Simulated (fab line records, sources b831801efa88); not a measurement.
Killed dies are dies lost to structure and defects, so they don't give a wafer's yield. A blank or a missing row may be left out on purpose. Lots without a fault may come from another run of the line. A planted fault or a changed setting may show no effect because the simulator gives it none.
Which tool did it? | flow sky130 | 13 lots, 39 wafers sampled, at 2 steps of a route of 708

WHAT THE GAUGES READ, wafer by wafer
SKY_VT_ADJUST_LVTN_OVL_MEAS_07. Usual: VT_ADJUST_LVTN_OVL 2.0 nm, standard deviation 1.4.
lot  | measured     | on         | VT_ADJUST_LVTN_OVL (nm) | flag
L700 | day 7 07:13  | overlay-01 | 4.7 3.9 3.0             |
L703 | day 7 20:01  | overlay-01 | 2.3 2.6 2.3             |
L705 | day 8 11:50  | overlay-02 | 1.7 4.2 3.4             |
L706 | day 8 16:19  | overlay-02 | 3.0 3.3 3.6             |
L707 | day 9 01:10  | overlay-02 | 2.7 -0.3 -0.6           |
L708 | day 9 08:00  | overlay-02 | 2.3 1.1 1.2             |
L711 | day 10 01:44 | overlay-01 | 2.0 0.5 0.7             |
L715 | day 11 02:52 | overlay-02 | 2.4 2.9 2.6             |
L717 | day 11 13:53 | overlay-02 | 1.3 1.1 1.0             |
L718 | day 11 19:23 | overlay-01 | 0.1 1.4 -0.7            |
L719 | day 12 02:25 | overlay-01 | 0.8 2.5 1.8             |
L720 | day 12 11:40 | overlay-02 | 1.0 -0.1 1.4            |
L721 | day 12 21:08 | overlay-02 | -0.1 -0.6 -0.2          |

SKY_VT_ADJUST_LVTN_OVL_MEAS_18. Usual: VT_ADJUST_LVTN_01_OVL 0.4 nm, standard deviation 1.6.
lot  | measured     | on         | VT_ADJUST_LVTN_01_OVL (nm) | flag
L700 | day 8 03:28  | overlay-01 | -1.0 -1.1 -1.4             |
L703 | day 8 16:17  | overlay-01 | 0.9 -0.1 1.7               |
L705 | day 9 07:31  | overlay-01 | -1.0 -1.0 -2.0             |
L706 | day 9 12:25  | overlay-01 | -3.6 -0.3 -0.3             |
L707 | day 9 22:50  | overlay-02 | -1.0 -0.2 0.9              |
L708 | day 10 05:56 | overlay-02 | 1.4 0.4 1.3                |
L711 | day 10 23:46 | overlay-01 | 0.9 0.9 1.9                |
L715 | day 12 01:35 | overlay-02 | 1.4 3.1 0.7                |
L717 | day 12 12:31 | overlay-02 | -1.1 -0.2 -2.4             |
L718 | day 12 19:20 | overlay-02 | 1.5 3.0 3.7                |
L719 | day 13 03:59 | overlay-02 | 2.4 3.1 2.6                |
L720 | day 13 13:23 | overlay-01 | 1.3 1.0 2.7                |
L721 | day 13 23:20 | overlay-02 | 2.6 1.0 1.7                |

WHICH TOOL RAN EACH LOT (tool, then ch and the chambers of the sampled wafers, then the start)
The record holds no process step before these readings.

WHAT THE TOOLS THEMSELVES READ (means of the sampled wafers that have a number; where no wafer has one, the mark that the record gives instead)
The record holds no such reading with a usual standard deviation.

THE ANSWER, worked out from the rows above alone
Rule: a lot is off if the mean of its wafers that have a number lies more than 3 standard deviations from the usual mean. A lot without any number at a reading at which 4 lots or more have one is off too. The other lots that the step has rows for count as sound. The gauges are gone through in route order, then the tools' own readings, and for those a lot's mean is taken as printed above. The first step at which some lot is off is used, and at that step the reading that is off furthest; a lot without a number counts as furthest.
No lot is off at any reading shown: from this, nothing can be told.

WHAT THE SIMULATOR HAD PUT IN
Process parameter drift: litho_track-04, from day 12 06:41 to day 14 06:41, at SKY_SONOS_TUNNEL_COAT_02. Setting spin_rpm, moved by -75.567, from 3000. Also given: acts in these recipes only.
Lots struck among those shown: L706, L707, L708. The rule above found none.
